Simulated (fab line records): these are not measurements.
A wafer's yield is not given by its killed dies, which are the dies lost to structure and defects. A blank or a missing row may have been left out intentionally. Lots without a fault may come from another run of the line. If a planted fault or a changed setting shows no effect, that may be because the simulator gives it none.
fab line records    flow gf180mcu
record: lots: 24  wafers: 72  last-day: 34
route steps=602 shown SAB@265 CONTACT@314 M1@330 M3@425 V3@431 PASSIVATION@589
lots untouched by any fault: they come from a run of this same line in which no faults occurred
start-h: hours from the record's opening day to when the first of the lot's shown wafers began    wait-h: hours since the lot's step before    " repeats the value in the row above    L1.1+2: one row covering several wafers at once    - either no value or no given start    * or withheld: withheld    < > ~ a bound
route shown NAME@n: names a module that has steps shown in the file, with the first one's number in the route    usual: average and standard deviation across the fault-free wafers    same: alike in all rows    chamber/n: place in a boat    sites: per-site readings    _std_site: standard deviation across them    _edge_site: the outer-site mean with the inner-site mean subtracted    radius-mm: for every site, how far away it sits from the centre of the wafer    mask NAME#n: copy n    behind: the last tool/chamber to shape the wafer    hold: why the lot was held/for how many hours/how that ended    device: transistor that didn't switch, given as n, p or np    end of line: the route-end tests of the same wafers    a step with no rows: only its recipe    killed: dies lost to structure and defects at the first sort, not the wafer's yield    map: dies across one wafer; x = killed, . = not, _ = none there
set.NAME: setting as actually run; set.NAME@STEP: the setting as run at that earlier step    model.NAME: the simulator's own value behind a step, which no gauge read
the route's steps for a sample of lots (tables are steps, rows are wafers)
services: from which hour (start-h, from the record's first day; less than 0 if before it) a tool's chamber was out of use, for how many hours, and why
== steps ==
step: GF_SAB_THK_MEAS_01
recipe: reads: SiO2_of_SAB_CVD_00
usual: SAB_CVD_00_THK: 49.7/0.88
lot.wafer  tool           chamber  start-h  wait-h  SAB_CVD_00_THK[nm]
L074.1     film-metro-02  -        312.72   0.0     47.7
L074.3     "              -        "        "       48.2
L074.6     "              -        "        "       48.8
L075.2     film-metro-03  -        324.17   0.0     49.7
L075.3     "              -        "        "       49.9
L075.4     "              -        "        "       50.9
L076.1     film-metro-02  -        325.28   0.0     48.5
L076.3     "              -        "        "       47.9
L076.4     "              -        "        "       48.8
L077.3     film-metro-03  -        330.94   0.0     48.2
L077.4     "              -        "        "       49.6
L077.6     "              -        "        "       49.4
L078.2     film-metro-02  -        342.44   0.0     49.1
L078.5     "              -        "        "       50.3
L078.6     "              -        "        "       49.9
L079.1     film-metro-02  -        347.82   0.0     49.8
L079.4     "              -        "        "       50.6
L079.6     "              -        "        "       50.0
L080.4     film-metro-01  -        355.10   0.0     49.7
L080.5     "              -        "        "       50.2
L080.6     "              -        "        "       49.4
L081.2     film-metro-02  -        367.58   0.0     49.6
L081.3     "              -        "        "       49.9
L081.4     "              -        "        "       50.6
L082.3     film-metro-01  -        378.58   0.0     48.9
L082.4     "              -        "        "       50.5
L082.6     "              -        "        "       50.1
L083.3     film-metro-01  -        392.31   0.0     49.1
L083.5     "              -        "        "       51.0
L083.6     "              -        "        "       50.3
L084.1     film-metro-01  -        392.81   0.0     48.7
L084.4     "              -        "        "       49.3
L084.6     "              -        "        "       48.3
L085.3     film-metro-03  -        399.73   0.0     48.7
L085.4     "              -        "        "       50.9
L085.5     "              -        "        "       48.9
L086.1     film-metro-03  -        406.16   0.0     50.7
L086.3     "              -        "        "       50.4
L086.4     "              -        "        "       50.6
L087.2     film-metro-01  -        426.42   0.0     50.1
L087.4     "              -        "        "       50.7
L087.6     "              -        "        "       50.0
L088.2     film-metro-03  -        427.33   0.0     48.5
L088.3     "              -        "        "       48.5
L088.4     "              -        "        "       49.5
L089.1     film-metro-01  -        449.64   0.0     49.9
L089.2     "              -        "        "       49.1
L089.6     "              -        "        "       49.7
L090.2     film-metro-02  -        450.18   0.0     50.0
L090.3     "              -        "        "       49.3
L090.5     "              -        "        "       49.5
L091.1     film-metro-02  -        459.54   0.0     49.1
L091.2     "              -        "        "       49.3
L091.6     "              -        "        "       49.8
L093.1     film-metro-02  -        471.59   0.0     49.0
L093.5     "              -        "        "       50.4
L093.6     "              -        "        "       50.6
L092.1     film-metro-02  -        471.83   0.0     49.9
L092.3     "              -        "        "       50.2
L092.4     "              -        "        "       50.7
L094.3     film-metro-02  -        477.91   0.0     48.3
L094.4     "              -        "        "       50.1
L094.6     "              -        "        "       49.5
L095.2     film-metro-01  -        491.93   0.0     50.2
L095.5     "              -        "        "       51.6
L095.6     "              -        "        "       50.3
L096.1     film-metro-03  -        492.24   0.0     48.3
L096.3     "              -        "        "       47.7
L096.5     "              -        "        "       48.4
L097.3     film-metro-02  -        505.59   0.0     50.4
L097.4     "              -        "        "       51.6
L097.6     "              -        "        "       50.6
step: GF_CONTACT_CMP_27
recipe: stop-on: SiO2  down-force-psi: 3.5  platen-rpm: 60  t-overpolish-s: 15  target-thk-nm: 0  pad-velocity-m-s: 0.94248
usual: head-pressure-psi: 3.500/0.008  motor-current-A: 11.5/1  overpolish-run-s: 15.000/0.0094  time-to-endpoint-s: 73/3.6
same: t-overpolish-s: 15
lot.wafer  tool    chamber  start-h  wait-h  head-pressure-psi  motor-current-A  overpolish-run-s  time-to-endpoint-s
L074.3     cmp-02  3        356.58   0.1     3.500              11.2             14.991            72
L074.1     "       0        "        "       3.500              11.5             14.995            68
L074.6     "       2        "        "       3.496              11.7             15.007            73
L075.4     cmp-02  2        371.78   0.0     3.509              11.8             14.989            70
L075.2     "       0        "        "       3.513              12.4             14.991            64
L075.3     "       1        "        "       3.498              11.2             14.993            69
L076.1     cmp-01  2        372.78   0.1     3.486              10.1             15.009            73
L076.3     "       3        "        "       3.495              13.0             15.003            83
L076.4     "       0        "        "       3.491              11.5             14.998            77
L077.4     cmp-02  3        378.38   0.1     3.495              12.0             15.002            73
L077.3     "       1        "        "       3.504              10.9             14.995            76
L077.6     "       3        "        "       3.496              11.6             15.006            74
L078.2     cmp-02  2        389.29   0.2     3.496              12.4             15.004            72
L078.5     "       1        "        "       3.500              11.3             15.009            74
L078.6     "       2        "        "       3.501              12.1             14.982            71
L079.1     cmp-01  1        396.33   0.1     3.501              8.8              15.003            80
L079.4     "       2        "        "       3.499              10.2             15.017            76
L079.6     "       3        "        "       3.517              12.2             14.978            77
L080.4     cmp-01  0        402.86   0.2     3.495              11.2             14.999            76
L080.6     "       1        "        "       3.495              9.1              15.003            81
L080.5     "       2        "        "       3.504              10.8             14.994            71
L081.2     cmp-02  1        417.43   0.0     3.505              11.1             15.009            80
L081.3     "       2        "        "       3.506              12.1             14.986            74
L081.4     "       3        "        "       3.494              11.8             14.999            79
L082.3     cmp-02  0        428.42   0.1     3.494              11.1             14.991            66
L082.4     "       1        "        "       3.489              11.1             14.990            73
L082.6     "       3        "        "       3.511              11.2             14.999            74
L083.3     cmp-01  1        442.95   0.2     3.502              8.8              14.991            74
L083.6     "       2        "        "       3.506              10.1             15.003            68
L083.5     "       3        "        "       3.521              12.5             15.011            70
L084.4     cmp-02  2        443.28   0.0     3.503              12.6             14.999            71
L084.1     "       3        "        "       3.482              12.2             15.007            74
L084.6     "       2        "        "       3.509              12.2             15.003            71
L085.3     cmp-01  0        450.51   0.1     3.497              11.3             15.007            75
L085.4     "       1        "        "       3.484              9.1              14.997            77
L085.5     "       0        "        "       3.495              12.1             15.011            72
L086.4     cmp-02  2        459.06   0.3     3.512              12.4             14.984            76
L086.3     "       3        "        "       3.511              11.5             15.005            74
L086.1     "       0        "        "       3.514              11.6             15.007            70
L087.4     cmp-01  1        477.35   0.0     3.506              9.2              14.989            79
L087.2     "       2        "        "       3.501              9.9              15.000            65
L087.6     "       2        "        "       3.508              10.1             14.986            65
L088.2     cmp-02  0        479.10   0.1     3.506              11.9             14.998            72
L088.4     "       1        "        "       3.506              10.8             15.006            79
L088.3     "       2        "        "       3.503              12.5             15.005            72
L089.1     cmp-02  1        501.48   0.1     3.497              10.7             15.005            76
L089.2     "       3        "        "       3.484              12.0             15.006            76
L089.6     "       0        "        "       3.497              11.9             15.002            68
L090.2     cmp-02  2        501.80   0.1     3.494              13.3             14.997            71
L090.3     "       3        "        "       3.512              12.3             15.002            76
L090.5     "       2        "        "       3.498              12.5             14.994            72
L091.1     cmp-02  0        510.17   0.1     3.497              11.7             15.004            72
L091.2     "       1        "        "       3.502              11.1             14.988            81
L091.6     "       3        "        "       3.501              12.5             15.001            75
L093.1     cmp-02  2        521.10   0.1     3.490              12.4             15.010            69
L093.6     "       2        "        "       3.499              12.1             14.992            73
L093.5     "       3        "        "       3.494              11.9             14.990            72
L092.4     cmp-02  1        521.82   0.1     3.504              11.2             14.999            71
L092.1     "       2        "        "       3.506              11.9             15.007            73
L092.3     "       3        "        "       3.508              12.1             15.005            72
L094.3     cmp-02  0        528.22   0.1     3.487              11.3             14.997            72
L094.4     "       1        "        "       3.497              11.3             15.024            73
L094.6     "       2        "        "       3.489              12.9             15.000            75
L095.2     cmp-01  2        539.75   0.0     3.500              10.7             14.999            70
L095.6     "       2        "        "       3.498              10.5             14.994            68
L095.5     "       3        "        "       3.493              13.1             14.986            77
L096.1     cmp-02  1        540.82   0.1     3.493              11.2             14.983            75
L096.3     "       2        "        "       3.495              12.8             14.995            72
L096.5     "       0        "        "       3.498              11.4             15.004            72
L097.3     cmp-01  2        553.35   0.2     3.499              10.8             15.002            74
L097.4     "       3        "        "       3.495              13.2             15.014            75
L097.6     "       0        "        "       3.504              11.4             14.986            75
step: GF_M1_OVL_MEAS_15
usual: M1_OVL: -3/5.2
lot.wafer  tool        chamber  start-h  wait-h  M1_OVL[nm]
L074.1     overlay-02  -        380.10   0.1     -1
L074.3     "           -        "        "       -2
L074.6     "           -        "        "       2
L075.2     overlay-02  -        396.01   0.1     -8
L075.3     "           -        "        "       3
L075.4     "           -        "        "       -10
L076.1     overlay-02  -        396.78   0.1     -3
L076.3     "           -        "        "       -7
L076.4     "           -        "        "       -2
L077.3     overlay-02  -        403.22   0.1     -1
L077.4     "           -        "        "       -8
L077.6     "           -        "        "       -4
L078.2     overlay-01  -        413.55   0.1     0
L078.5     "           -        "        "       3
L078.6     "           -        "        "       -3
L079.1     overlay-02  -        420.69   0.1     -4
L079.4     "           -        "        "       -5
L079.6     "           -        "        "       -8
L080.4     overlay-02  -        427.65   0.1     0
L080.5     "           -        "        "       -11
L080.6     "           -        "        "       -2
L081.2     overlay-02  -        443.05   0.1     -10
L081.3     "           -        "        "       -2
L081.4     "           -        "        "       -8
L082.3     overlay-02  -        453.95   0.1     -4
L082.4     "           -        "        "       0
L082.6     "           -        "        "       1
L083.3     overlay-01  -        467.74   0.1     -2
L083.5     "           -        "        "       -9
L083.6     "           -        "        "       -4
L084.1     overlay-01  -        468.68   0.1     1
L084.4     "           -        "        "       5
L084.6     "           -        "        "       7
L085.3     overlay-02  -        475.26   0.1     0
L085.4     "           -        "        "       3
L085.5     "           -        "        "       -3
L086.1     overlay-02  -        484.23   0.1     0
L086.3     "           -        "        "       -3
L086.4     "           -        "        "       1
L087.2     overlay-02  -        502.49   0.1     -2
L087.4     "           -        "        "       -6
L087.6     "           -        "        "       -8
L088.2     overlay-01  -        503.95   0.1     -8
L088.3     "           -        "        "       -5
L088.4     "           -        "        "       -12
L089.1     overlay-01  -        525.00   0.1     0
L089.2     "           -        "        "       -11
L089.6     "           -        "        "       -13
L090.2     overlay-02  -        525.35   0.1     -6
L090.3     "           -        "        "       -5
L090.5     "           -        "        "       -7
L091.1     overlay-01  -        533.83   0.1     0
L091.2     "           -        "        "       -5
L091.6     "           -        "        "       -9
L093.1     overlay-01  -        543.49   0.1     -3
L093.5     "           -        "        "       -5
L093.6     "           -        "        "       -1
L092.1     overlay-01  -        544.63   0.1     -5
L092.3     "           -        "        "       -7
L092.4     "           -        "        "       -6
L094.3     overlay-01  -        551.49   0.1     -1
L094.4     "           -        "        "       1
L094.6     "           -        "        "       -4
L095.2     overlay-02  -        561.99   0.1     7
L095.5     "           -        "        "       2
L095.6     "           -        "        "       6
L096.1     overlay-01  -        563.09   0.1     -1
L096.3     "           -        "        "       -2
L096.5     "           -        "        "       4
L097.3     overlay-01  -        575.39   0.1     -7
L097.4     "           -        "        "       -13
L097.6     "           -        "        "       -13
step: GF_M3_METAL_ETCH_16
recipe: chemistry: Cl2/BCl3  mask-material: KrF  target-depth-nm: 627.5  stop-on: SiO2  pressure-mtorr: 8  icp-w: 800  bias-w: 140  Cl2_flow_sccm: 80  bcl3-flow-sccm: 40  time-s: 104.6
usual: chamber-pressure-mTorr: 8.000/0.0079  drypump-motor-current-A: 5.8/0.38  oes-product-au: 0.972/0.0059  throttle-valve-pct: 28.250/0.01
lot.wafer  tool          chamber  start-h  wait-h  chamber-pressure-mTorr  drypump-motor-current-A  oes-product-au  rf-hours-counter-h  throttle-valve-pct
L074.1     rie-metal-04  0        484.43   0.0     8.014                   5.9                      0.969           2                   28.259
L074.3     "             1        "        "       7.999                   5.2                      0.969           -                   28.256
L074.6     "             0        "        "       7.984                   5.9                      0.971           -                   28.247
L075.2     rie-metal-01  0        500.22   0.0     7.995                   6.1                      0.963           10                  28.263
L075.3     "             0        "        "       7.997                   6.1                      0.971           -                   28.271
L075.4     "             1        "        "       7.995                   6.2                      0.965           -                   28.242
L076.1     rie-metal-03  1        501.57   0.0     8.010                   6.1                      0.979           2                   28.244
L076.3     "             0        "        "       8.006                   5.5                      0.973           -                   28.247
L076.4     "             1        "        "       8.010                   6.1                      0.976           -                   28.246
L077.3     rie-metal-04  0        507.50   0.1     8.001                   5.9                      0.973           -                   28.258
L077.4     "             1        "        "       8.004                   5.1                      0.977           -                   28.239
L077.6     "             1        "        "       8.014                   5.1                      0.971           -                   28.240
L078.2     rie-metal-01  0        516.93   0.0     8.008                   6.1                      0.978           11                  28.260
L078.5     "             0        "        "       8.004                   6.1                      0.975           -                   28.251
L078.6     "             1        "        "       8.007                   6.2                      0.964           -                   28.268
L079.1     rie-metal-04  1        524.12   0.0     7.987                   5.1                      0.975           10                  28.239
L079.4     "             0        "        "       7.992                   5.9                      0.978           -                   28.255
L079.6     "             1        "        "       7.995                   5.2                      0.970           -                   28.237
L080.4     rie-metal-01  1        530.05   0.0     7.997                   6.2                      0.971           -                   28.262
L080.5     "             1        "        "       7.993                   6.1                      0.961           -                   28.255
L080.6     "             0        "        "       7.999                   6.1                      0.962           -                   28.252
L081.2     rie-metal-03  0        543.78   0.0     7.998                   5.5                      0.975           5                   28.254
L081.3     "             1        "        "       7.998                   6.0                      0.969           -                   28.240
L081.4     "             0        "        "       8.007                   5.5                      0.972           -                   28.260
L082.3     rie-metal-03  1        553.37   0.1     7.998                   6.0                      0.976           -                   28.246
L082.4     "             0        "        "       7.996                   5.5                      0.977           -                   28.255
L082.6     "             0        "        "       7.992                   5.5                      0.977           -                   28.259
L083.3     rie-metal-01  1        565.41   0.1     7.989                   6.2                      0.977           -                   28.257
L083.5     "             0        "        "       8.005                   6.1                      0.975           -                   28.227
L083.6     "             1        "        "       8.005                   6.1                      0.971           -                   28.248
L084.1     rie-metal-04  1        566.92   0.0     7.997                   5.1                      0.978           12                  28.255
L084.4     "             0        "        "       8.002                   5.9                      0.981           -                   28.237
L084.6     "             1        "        "       8.009                   5.1                      0.983           -                   28.245
L085.3     rie-metal-03  1        573.85   0.1     8.012                   6.0                      0.980           -                   28.239
L085.4     "             0        "        "       7.993                   5.5                      0.986           -                   28.247
L085.5     "             1        "        "       7.999                   6.1                      0.975           -                   28.258
L086.1     rie-metal-01  1        581.02   0.0     7.991                   6.2                      0.976           3                   28.248
L086.3     "             1        "        "       7.999                   6.1                      0.972           -                   28.236
L086.4     "             1        "        "       8.001                   6.2                      0.978           -                   28.266
L087.2     rie-metal-03  1        597.10   0.0     7.999                   6.1                      0.966           5                   28.269
L087.4     "             1        "        "       8.001                   6.1                      0.973           -                   28.244
L087.6     "             1        "        "       8.001                   6.1                      0.959           -                   28.252
L088.2     rie-metal-01  0        598.65   0.1     8.014                   6.1                      0.967           -                   28.254
L088.3     "             0        "        "       7.999                   6.1                      0.968           -                   28.270
L088.4     "             0        "        "       7.998                   6.1                      0.965           -                   28.254
L089.1     rie-metal-04  0        616.43   0.0     8.000                   5.9                      0.971           6                   28.253
L089.2     "             1        "        "       8.010                   5.1                      0.973           13                  28.261
L089.6     "             0        "        "       7.994                   5.9                      0.966           -                   28.250
L090.2     rie-metal-03  0        617.57   0.0     8.009                   5.6                      0.969           7                   28.240
L090.3     "             0        "        "       8.000                   5.5                      0.974           -                   28.259
L090.5     "             1        "        "       8.020                   6.1                      0.970           -                   28.247
L091.1     rie-metal-01  1        624.34   0.0     7.995                   6.2                      0.969           4                   28.256
L091.2     "             0        "        "       8.009                   6.1                      0.953           2                   28.269
L091.6     "             0        "        "       7.997                   6.1                      0.959           -                   28.269
L093.1     rie-metal-03  1        633.68   0.0     7.988                   6.0                      0.971           5                   28.258
L093.5     "             1        "        "       8.002                   6.0                      0.973           -                   28.247
L093.6     "             0        "        "       7.993                   5.5                      0.972           -                   28.247
L092.1     rie-metal-04  1        635.46   0.0     7.999                   5.1                      0.966           13                  28.248
L092.3     "             1        "        "       8.003                   5.1                      0.969           -                   28.252
L092.4     "             0        "        "       8.009                   5.9                      0.974           -                   28.257
L094.3     rie-metal-04  1        640.32   0.1     7.991                   5.1                      0.971           -                   28.246
L094.4     "             0        "        "       7.999                   5.9                      0.969           -                   28.245
L094.6     "             0        "        "       7.995                   5.9                      0.968           -                   28.245
L095.2     rie-metal-04  0        649.37   0.0     8.013                   5.9                      0.970           7                   28.253
L095.5     "             1        "        "       7.999                   5.1                      0.973           -                   28.250
L095.6     "             0        "        "       8.002                   5.9                      0.979           -                   28.249
L096.1     rie-metal-01  1        652.43   0.0     8.013                   6.2                      0.973           5                   28.237
L096.3     "             1        "        "       7.997                   6.2                      0.970           -                   28.258
L096.5     "             0        "        "       7.985                   6.1                      0.973           -                   28.259
L097.3     rie-metal-01  0        663.76   0.1     7.990                   6.1                      0.970           -                   28.239
L097.4     "             1        "        "       8.007                   6.2                      0.973           -                   28.248
L097.6     "             0        "        "       7.996                   6.1                      0.975           -                   28.255
step: GF_V3_CVD_02
recipe: material: SiO2  target-thk-nm: 850  precursor: TEOS  temp-c: 400  time-s: 94.851  rf-w: 600
usual: heater-power-outer-w: 365/64  heater-power-w: 638/110
lot.wafer  tool      chamber  start-h  wait-h  heater-power-outer-w  heater-power-w
L074.1     pecvd-02  1        485.28   0.1     417                   793
L074.3     "         2        "        "       455                   817
L074.6     "         0        "        "       325                   570
L075.2     pecvd-04  1        501.00   0.0     345                   600
L075.3     "         0        "        "       335                   525
L075.4     "         2        "        "       355                   636
L076.1     pecvd-02  0        502.39   0.1     342                   603
L076.3     "         2        "        "       449                   819
L076.4     "         1        "        "       368                   697
L077.3     pecvd-04  2        508.24   0.0     439                   726
L077.4     "         0        "        "       319                   524
L077.6     "         1        "        "       351                   627
L078.2     pecvd-04  2        517.71   0.0     366                   630
L078.5     "         1        "        "       382                   677
L078.6     "         2        "        "       401                   701
L079.1     pecvd-01  0        524.93   0.1     366                   615
L079.4     "         0        "        "       287                   477
L079.6     "         1        "        "       245                   468
L080.4     pecvd-04  0        530.83   0.1     337                   536
L080.5     "         2        "        "       462                   762
L080.6     "         1        "        "       369                   662
L081.2     pecvd-04  0        544.65   0.0     265                   443
L081.3     "         1        "        "       385                   699
L081.4     "         2        "        "       355                   611
L082.3     pecvd-01  1        554.16   0.0     273                   474
L082.4     "         1        "        "       304                   528
L082.6     "         0        "        "       339                   555
L083.3     pecvd-04  1        566.15   0.0     345                   615
L083.5     "         1        "        "       372                   677
L083.6     "         0        "        "       313                   516
L084.1     pecvd-04  0        567.73   0.1     338                   522
L084.4     "         2        "        "       441                   765
L084.6     "         1        "        "       401                   696
L085.3     pecvd-04  1        574.68   0.0     365                   646
L085.4     "         1        "        "       395                   689
L085.5     "         0        "        "       330                   529
L086.1     pecvd-02  2        581.91   0.1     513                   871
L086.3     "         1        "        "       411                   778
L086.4     "         2        "        "       359                   705
L087.2     pecvd-02  0        597.91   0.0     330                   601
L087.4     "         1        "        "       357                   691
L087.6     "         2        "        "       381                   704
L088.2     pecvd-02  1        599.51   0.0     329                   641
L088.3     "         0        "        "       346                   621
L088.4     "         0        "        "       253                   490
L089.1     pecvd-01  0        617.21   0.1     339                   532
L089.2     "         1        "        "       310                   537
L089.6     "         2        "        "       404                   724
L090.2     pecvd-04  2        618.34   0.0     455                   767
L090.3     "         1        "        "       379                   659
L090.5     "         2        "        "       493                   799
L091.1     pecvd-01  0        625.19   0.1     307                   512
L091.2     "         2        "        "       397                   716
L091.6     "         1        "        "       319                   552
L093.1     pecvd-02  2        634.55   0.1     377                   716
L093.5     "         2        "        "       426                   783
L093.6     "         1        "        "       311                   625
L092.1     pecvd-04  2        636.33   0.1     443                   735
L092.3     "         0        "        "       343                   522
L092.4     "         2        "        "       480                   735
L094.3     pecvd-04  2        641.06   0.0     466                   758
L094.4     "         0        "        "       340                   542
L094.6     "         2        "        "       486                   772
L095.2     pecvd-02  2        650.15   0.0     436                   792
L095.5     "         0        "        "       309                   557
L095.6     "         1        "        "       383                   732
L096.1     pecvd-02  0        653.21   0.1     314                   552
L096.3     "         1        "        "       303                   616
L096.5     "         2        "        "       440                   789
L097.3     pecvd-01  0        664.53   0.0     362                   599
L097.4     "         1        "        "       301                   534
L097.6     "         2        "        "       411                   709
step: GF_PASSIVATION_CVD_02
recipe: material: Si3N4  target-thk-nm: 700  time-s: 486.18  temp-c: 400  rf-w: 450
usual: heater-power-outer-w: 414/68  heater-power-w: 699/110
lot.wafer  tool      chamber  start-h  wait-h  heater-power-outer-w  heater-power-w
L074.1     pecvd-02  2        648.23   0.1     528                   914
L074.3     "         1        "        "       383                   738
L074.6     "         0        "        "       298                   547
L075.2     pecvd-04  0        660.54   0.0     356                   554
L075.3     "         1        "        "       439                   757
L075.4     "         0        "        "       382                   572
L076.1     pecvd-04  2        661.28   0.1     428                   706
L076.3     "         0        "        "       331                   520
L076.4     "         2        "        "       458                   754
L077.3     pecvd-04  0        665.82   0.0     388                   616
L077.4     "         1        "        "       479                   802
L077.6     "         0        "        "       407                   636
L078.2     pecvd-04  2        673.50   0.0     508                   788
L078.5     "         1        "        "       448                   744
L078.6     "         2        "        "       523                   843
L079.1     pecvd-04  0        680.03   0.1     369                   571
L079.4     "         1        "        "       364                   643
L079.6     "         0        "        "       377                   593
L080.4     pecvd-01  2        686.18   0.2     467                   795
L080.5     "         0        "        "       416                   665
L080.6     "         1        "        "       341                   604
L081.2     pecvd-02  1        696.87   0.0     463                   810
L081.3     "         2        "        "       471                   836
L081.4     "         1        "        "       344                   691
L082.3     pecvd-04  2        704.60   0.0     473                   775
L082.4     "         1        "        "       456                   737
L082.6     "         2        "        "       512                   792
L083.3     pecvd-01  2        714.48   0.0     439                   778
L083.5     "         2        "        "       453                   784
L083.6     "         1        "        "       336                   570
L084.1     pecvd-02  2        714.89   0.1     504                   865
L084.4     "         2        "        "       523                   925
L084.6     "         0        "        "       338                   604
L085.3     pecvd-01  1        721.38   0.0     350                   611
L085.4     "         0        "        "       387                   600
L085.5     "         2        "        "       416                   734
L086.1     pecvd-04  1        727.75   0.1     467                   777
L086.3     "         0        "        "       334                   535
L086.4     "         1        "        "       480                   799
L087.2     pecvd-02  1        740.58   0.0     388                   736
L087.4     "         2        "        "       529                   923
L087.6     "         0        "        "       342                   588
L088.2     pecvd-02  1        742.31   0.0     448                   807
L088.3     "         0        "        "       399                   686
L088.4     "         2        "        "       543                   914
L089.1     pecvd-04  2        754.75   0.1     540                   842
L089.2     "         1        "        "       366                   650
L089.6     "         1        "        "       434                   749
L090.2     pecvd-01  0        756.49   0.0     391                   630
L090.3     "         1        "        "       377                   627
L090.5     "         1        "        "       387                   646
L091.1     pecvd-01  1        762.92   0.1     385                   626
L091.2     "         2        "        "       345                   644
L091.6     "         0        "        "       394                   616
L093.1     pecvd-02  2        770.64   0.1     560                   928
L093.5     "         1        "        "       447                   826
L093.6     "         0        "        "       294                   545
L092.1     pecvd-04  2        771.73   0.1     455                   727
L092.3     "         0        "        "       380                   602
L092.4     "         1        "        "       449                   766
L094.3     pecvd-01  2        776.07   0.0     410                   740
L094.4     "         0        "        "       381                   608
L094.6     "         1        "        "       334                   590
L095.2     pecvd-01  0        783.23   0.0     405                   647
L095.5     "         0        "        "       438                   685
L095.6     "         2        "        "       419                   727
L096.1     pecvd-01  1        784.68   0.1     296                   541
L096.3     "         0        "        "       399                   637
L096.5     "         1        "        "       329                   570
L097.3     pecvd-04  2        794.15   0.0     490                   808
L097.4     "         2        "        "       534                   831
L097.6     "         1        "        "       458                   770
== services ==
tool          chamber  start-h  hours  kind
pecvd-02      -        352.09   0.8    repair
pecvd-01      -        368.88   14.0   pm
rie-metal-01  -        389.32   2.8    pm
pecvd-01      -        412.92   1.7    repair
pecvd-02      -        413.05   14.6   pm
rie-metal-01  -        413.57   0.1    repair
pecvd-04      -        417.10   2.8    pm
rie-metal-01  1        430.54   7.4    repair
pecvd-04      1        439.05   9.3    repair
cmp-02        -        445.28   6.0    repair
pecvd-01      -        497.17   5.5    pm
pecvd-02      -        514.39   3.2    repair
pecvd-01      -        534.25   1.2    repair
pecvd-01      -        539.18   1.8    repair
pecvd-01      -        546.13   1.9    repair
cmp-02        -        572.96   4.0    pm
pecvd-04      -        591.12   14.0   pm
cmp-02        -        606.46   4.9    pm
cmp-02        -        633.80   1.2    repair
cmp-02        -        644.45   3.6    pm
pecvd-02      -        680.30   1.1    repair
pecvd-04      0        735.70   19.1   repair
pecvd-02      -        755.66   1.1    repair
cmp-02        -        792.42   1.2    repair
== key ==
fault none
